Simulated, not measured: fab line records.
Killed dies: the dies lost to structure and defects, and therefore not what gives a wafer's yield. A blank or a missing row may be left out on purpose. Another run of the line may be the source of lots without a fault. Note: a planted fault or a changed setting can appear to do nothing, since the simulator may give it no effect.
Which tool was responsible? :: flow gf180mcu :: 14 lots, 42 wafers sampled, at 4 steps of a route of 602

## WHAT THE GAUGES SHOWED, per wafer
GF_VT_IMPLANT_OVL_MEAS_18. Usual: for VT_IMPLANT_01_OVL the level is 1.3 nm and the standard deviation is 1.3.
lot: L398
measured: day 6 04:07
on: overlay-02
VT_IMPLANT_01_OVL (nm): 1.5 1.7 1.2
flag: 

lot: L399
measured: day 6 08:11
on: overlay-01
VT_IMPLANT_01_OVL (nm): 1.5 2.6 2.2
flag: 

lot: L403
measured: day 7 17:32
on: overlay-02
VT_IMPLANT_01_OVL (nm): 0.6 1.0 -0.3
flag: 

lot: L410
measured: day 9 09:49
on: overlay-01
VT_IMPLANT_01_OVL (nm): 1.0 2.9 1.1
flag: 

lot: L411
measured: day 9 16:28
on: overlay-01
VT_IMPLANT_01_OVL (nm): 1.5 3.2 3.3
flag: 

lot: L412
measured: day 10 00:27
on: overlay-01
VT_IMPLANT_01_OVL (nm): 2.9 3.0 2.0
flag: 

lot: L413
measured: day 10 04:19
on: overlay-01
VT_IMPLANT_01_OVL (nm): 1.9 1.1 1.4
flag: 

lot: L414
measured: day 10 11:13
on: overlay-02
VT_IMPLANT_01_OVL (nm): 2.6 1.9 1.8
flag: 

lot: L416
measured: day 10 23:15
on: overlay-01
VT_IMPLANT_01_OVL (nm): 0.0 -0.7 -0.3
flag: 

lot: L417
measured: day 11 07:10
on: overlay-01
VT_IMPLANT_01_OVL (nm): 0.7 0.8 1.0
flag: 

lot: L418
measured: day 11 13:34
on: overlay-01
VT_IMPLANT_01_OVL (nm): 2.5 0.9 2.8
flag: 

lot: L419
measured: day 11 20:40
on: overlay-01
VT_IMPLANT_01_OVL (nm): 2.4 1.9 3.0
flag: 

lot: L420
measured: day 12 01:10
on: overlay-02
VT_IMPLANT_01_OVL (nm): -0.5 0.5 -0.2
flag: 

lot: L421
measured: day 12 09:52
on: overlay-01
VT_IMPLANT_01_OVL (nm): 0.3 -0.3 1.9
flag: 

GF_POLY_GATE_OVL_MEAS_11. Usual: for POLY_GATE_OVL the level is 3 nm and the standard deviation is 5.7.
lot: L398
measured: day 9 02:09
on: overlay-01
POLY_GATE_OVL (nm): 0 1 5
flag: 

lot: L399
measured: day 9 07:51
on: overlay-01
POLY_GATE_OVL (nm): 1 6 1
flag: 

lot: L403
measured: day 10 21:33
on: overlay-02
POLY_GATE_OVL (nm): -6 1 0
flag: 

lot: L412
measured: day 13 11:37
on: overlay-02
POLY_GATE_OVL (nm): 1 0 8
flag: 

lot: L413
measured: day 13 14:25
on: overlay-02
POLY_GATE_OVL (nm): 0 -3 -3
flag: 

lot: L414
measured: day 13 22:17
on: overlay-01
POLY_GATE_OVL (nm): 2 6 8
flag: 

lot: L416
measured: day 14 11:29
on: overlay-02
POLY_GATE_OVL (nm): 2 -3 -1
flag: 

lot: L417
measured: day 14 20:44
on: overlay-01
POLY_GATE_OVL (nm): 7 4 3
flag: 

lot: L418
measured: day 15 02:26
on: overlay-02
POLY_GATE_OVL (nm): -3 -13 -2
flag: 

lot: L419
measured: day 15 15:56
on: overlay-01
POLY_GATE_OVL (nm): 11 5 6
flag: 

lot: L420
measured: day 15 18:26
on: overlay-01
POLY_GATE_OVL (nm): 4 7 4
flag: 

lot: L421
measured: day 16 01:00
on: overlay-02
POLY_GATE_OVL (nm): 3 9 3
flag: 

## WHAT TOOL EACH LOT RAN ON (gives the tool, then ch and the chambers of the sampled wafers, and finally the start)
lot: L398
GF_DNWELL_STRIP_08: plasma asher-04 ch 0, day 2 19:49
GF_VT_IMPLANT_DEVELOP_39: litho track-03 ch 0, day 7 11:13

lot: L399
GF_DNWELL_STRIP_08: plasma asher-04 ch 0,1, day 2 23:49
GF_VT_IMPLANT_DEVELOP_39: litho track-01 ch 0, day 7 15:28

lot: L403
GF_DNWELL_STRIP_08: plasma asher-04 ch 0,1, day 4 02:37
GF_VT_IMPLANT_DEVELOP_39: litho track-01 ch 0, day 9 03:23

lot: L410
GF_DNWELL_STRIP_08: plasma asher-01 ch 0,1, day 5 10:02
GF_VT_IMPLANT_DEVELOP_39: litho track-04, day 10 20:48

lot: L411
GF_DNWELL_STRIP_08: plasma asher-03 ch 0,1, day 5 14:06
GF_VT_IMPLANT_DEVELOP_39: litho track-01, day 11 04:29

lot: L412
GF_DNWELL_STRIP_08: plasma asher-04 ch 0,1, day 5 22:07
GF_VT_IMPLANT_DEVELOP_39: litho track-04 ch 0, day 11 13:42

lot: L413
GF_DNWELL_STRIP_08: plasma asher-01 ch 0,1, day 6 02:17
GF_VT_IMPLANT_DEVELOP_39: litho track-01 ch 0, day 11 17:01

lot: L414
GF_DNWELL_STRIP_08: plasma asher-04 ch 0,1, day 6 06:38
GF_VT_IMPLANT_DEVELOP_39: litho track-01 ch 0, day 11 23:26

lot: L416
GF_DNWELL_STRIP_08: plasma asher-03 ch 0,1, day 6 17:30
GF_VT_IMPLANT_DEVELOP_39: litho track-04 ch 0, day 12 12:51

lot: L417
GF_DNWELL_STRIP_08: plasma asher-03 ch 0,1, day 7 00:01
GF_VT_IMPLANT_DEVELOP_39: litho track-01 ch 0, day 12 21:22

lot: L418
GF_DNWELL_STRIP_08: plasma asher-04 ch 0,1, day 7 04:37
GF_VT_IMPLANT_DEVELOP_39: litho track-03 ch 0, day 13 03:44

lot: L419
GF_DNWELL_STRIP_08: plasma asher-01 ch 0, day 7 11:37
GF_VT_IMPLANT_DEVELOP_39: litho track-01 ch 0, day 13 12:08

lot: L420
GF_DNWELL_STRIP_08: plasma asher-03 ch 0,1, day 7 15:19
GF_VT_IMPLANT_DEVELOP_39: litho track-04 ch 0, day 13 17:44

lot: L421
GF_DNWELL_STRIP_08: plasma asher-01 ch 0,1, day 7 22:11
GF_VT_IMPLANT_DEVELOP_39: litho track-04 ch 0, day 14 01:24
- GF_DNWELL_STRIP_08: strips in O2/N2.
- GF_VT_IMPLANT_DEVELOP_39: develop time 60 s.

## AS READ BY THE TOOLS THEMSELVES (means over the sampled wafers that have a number; for cases with no such wafer, the mark the record gives instead)
GF_DNWELL_STRIP_08. Usual: drypump motor current A 5.7 A, standard deviation 0.46; heater power w 327 W, standard deviation 37; oes product au 0.723 a.u., standard deviation 0.0038; strip time to endpoint s 36.95 s, standard deviation 0.09.
lot: L398
tool: plasma asher-04
drypump motor current A (A): 5.3
heater power w (W): 316
oes product au (a.u.): 0.719
strip time to endpoint s (s): 36.95
flag: 

lot: L399
tool: plasma asher-04
drypump motor current A (A): 5.7
heater power w (W): 311
oes product au (a.u.): 0.719
strip time to endpoint s (s): 37.00
flag: 

lot: L403
tool: plasma asher-04
drypump motor current A (A): 6.0
heater power w (W): 289
oes product au (a.u.): 0.728
strip time to endpoint s (s): 36.86
flag: 

lot: L410
tool: plasma asher-01
drypump motor current A (A): 5.4
heater power w (W): 325
oes product au (a.u.): 0.722
strip time to endpoint s (s): 36.89
flag: 

lot: L411
tool: plasma asher-03
drypump motor current A (A): 6.0
heater power w (W): 331
oes product au (a.u.): 0.724
strip time to endpoint s (s): 36.96
flag: 

lot: L412
tool: plasma asher-04
drypump motor current A (A): 6.0
heater power w (W): 300
oes product au (a.u.): 0.722
strip time to endpoint s (s): 36.82
flag: 

lot: L413
tool: plasma asher-01
drypump motor current A (A): 5.3
heater power w (W): 360
oes product au (a.u.): 0.723
strip time to endpoint s (s): 36.85
flag: 

lot: L414
tool: plasma asher-04
drypump motor current A (A): 6.0
heater power w (W): 298
oes product au (a.u.): 0.726
strip time to endpoint s (s): 36.80
flag: 

lot: L416
tool: plasma asher-03
drypump motor current A (A): 6.0
heater power w (W): 327
oes product au (a.u.): 0.724
strip time to endpoint s (s): 36.96
flag: 

lot: L417
tool: plasma asher-03
drypump motor current A (A): 6.0
heater power w (W): 327
oes product au (a.u.): 0.723
strip time to endpoint s (s): 36.96
flag: 

lot: L418
tool: plasma asher-04
drypump motor current A (A): 5.7
heater power w (W): 306
oes product au (a.u.): 0.723
strip time to endpoint s (s): 37.04
flag: 

lot: L419
tool: plasma asher-01
drypump motor current A (A): 5.6
heater power w (W): 300
oes product au (a.u.): 0.723
strip time to endpoint s (s): 36.94
flag: 

lot: L420
tool: plasma asher-03
drypump motor current A (A): 6.0
heater power w (W): 326
oes product au (a.u.): 0.723
strip time to endpoint s (s): 36.99
flag: 

lot: L421
tool: plasma asher-01
drypump motor current A (A): 5.3
heater power w (W): 352
oes product au (a.u.): 0.724
strip time to endpoint s (s): 36.88
flag: 

GF_VT_IMPLANT_DEVELOP_39. Usual: chill plate temp C at 22.99 C, with a standard deviation of 0.11.
lot: L398
tool: litho track-03
chill plate temp C (C): 22.82
flag: 

lot: L399
tool: litho track-01
chill plate temp C (C): 23.03
flag: 

lot: L403
tool: litho track-01
chill plate temp C (C): 23.11
flag: 

lot: L410
tool: litho track-04
chill plate temp C (C): -
flag: OFF

lot: L411
tool: litho track-01
chill plate temp C (C): -
flag: OFF

lot: L412
tool: litho track-04
chill plate temp C (C): 22.88
flag: 

lot: L413
tool: litho track-01
chill plate temp C (C): 22.88
flag: 

lot: L414
tool: litho track-01
chill plate temp C (C): 23.15
flag: 

lot: L416
tool: litho track-04
chill plate temp C (C): 22.94
flag: 

lot: L417
tool: litho track-01
chill plate temp C (C): 23.11
flag: 

lot: L418
tool: litho track-03
chill plate temp C (C): 22.92
flag: 

lot: L419
tool: litho track-01
chill plate temp C (C): 23.12
flag: 

lot: L420
tool: litho track-04
chill plate temp C (C): 22.96
flag: 

lot: L421
tool: litho track-04
chill plate temp C (C): 23.03
flag: 

## THE ANSWER, worked out from the rows above alone
Rule: lot off if the mean of its wafers having a number is beyond 3 standard deviations from the usual mean. A lot without any number at a reading at which 4 lots or more have one is off too. The other lots that the step has rows for count as sound. After the gauges, taken in route order, come the tools' own readings; for these a lot's mean is taken, as printed above. The first step at which some lot is off is used, and at that step the reading that is off furthest; a lot without a number counts as furthest.
Off, at GF_VT_IMPLANT_DEVELOP_39 on chill plate temp C: L410, L411. Without a number there: L410, L411.
A tool fits if, at that step or a process step before it, it ran every lot that is off, and no sound lot after the first of them. Not one of the candidates tried fits.

## WHAT THE SIMULATOR HAD INSERTED
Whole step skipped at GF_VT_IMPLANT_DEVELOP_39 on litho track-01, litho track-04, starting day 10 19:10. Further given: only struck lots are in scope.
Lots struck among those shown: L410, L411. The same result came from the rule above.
